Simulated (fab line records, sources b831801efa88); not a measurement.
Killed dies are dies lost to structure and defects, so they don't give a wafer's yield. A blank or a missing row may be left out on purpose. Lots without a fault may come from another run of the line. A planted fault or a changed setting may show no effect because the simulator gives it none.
Which tool did it? | flow gf180mcu | 7 lots, 21 wafers sampled, at 2 steps of a route of 602

WHAT THE GAUGES READ, wafer by wafer
GF_MVPSD_TW_MEAS_11.
lot  | measured     | on            | MVPSD_TW
L347 | day 5 07:35  | film_metro-01 | 553.7 554.3 552.5
L349 | day 5 21:47  | film_metro-01 | 551.5 553.8 549.4
L351 | day 6 05:47  | film_metro-04 | 553.8 555.7 558.1
L359 | day 8 07:56  | film_metro-03 | 752.7 752.3 753.5 752.6 751.3 752.3
L361 | day 8 19:16  | film_metro-03 | 754.0 752.2 757.4 751.4 754.8 753.2
L363 | day 9 06:24  | film_metro-04 | 559.2 557.3 556.3
L368 | day 10 16:46 | film_metro-03 | 554.8 551.4 557.4

WHICH TOOL RAN EACH LOT (tool, then ch and the chambers of the sampled wafers, then the start)
lot  | GF_MVPSD_IMPLANT_09
L347 | implanter-01 ch 0, day 5 07:20
L349 | implanter-01 ch 0, day 5 21:32
L351 | implanter-03 ch 0, day 6 05:32
L359 | implanter-01 ch 0, day 8 07:41
L361 | implanter-01 ch 0, day 8 19:01
L363 | implanter-03 ch 0, day 9 06:10
L368 | implanter-03 ch 0, day 10 16:31
- GF_MVPSD_IMPLANT_09

THE ANSWER, worked out from the rows above alone
Rule: what is usual is taken from the lots themselves. Put in order of their means at a reading, lots are off if they are a third of the lots or fewer, leave a main group of 4 or more, and stand apart from it by a gap of 3 or more times the standard deviation of the main group's means; of several such gaps the widest counts. A main group whose means are all the same, to the digits that the tables above print for the reading, isn't used. A lot without any number at a reading at which 4 lots or more have one is off too. The other lots that the step has rows for count as sound.
Off: L359, L361, at GF_MVPSD_TW_MEAS_11 (MVPSD_TW). The main group: mean 554.6, standard deviation 2.1.
A tool fits if, at a process step before that reading, it ran every lot that is off, and no sound lot after the first of them. The gauges at GF_MVPSD_TW_MEAS_11 are tried like those tools. One fits: implanter-01 at GF_MVPSD_IMPLANT_09. Its last sound lot is L349 (day 5 21:32), its first lot that is off L359 (day 8 07:41): a fault that began between those two fits.

WHAT THE SIMULATOR HAD PUT IN
Process parameter drift: implanter-01, from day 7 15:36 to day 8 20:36, at GF_MVPSD_IMPLANT_09. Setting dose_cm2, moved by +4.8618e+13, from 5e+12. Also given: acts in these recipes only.
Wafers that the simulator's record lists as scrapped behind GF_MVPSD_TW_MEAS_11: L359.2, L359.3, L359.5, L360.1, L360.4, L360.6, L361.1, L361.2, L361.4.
Lots struck among those shown: L359, L361. The rule above found the same.
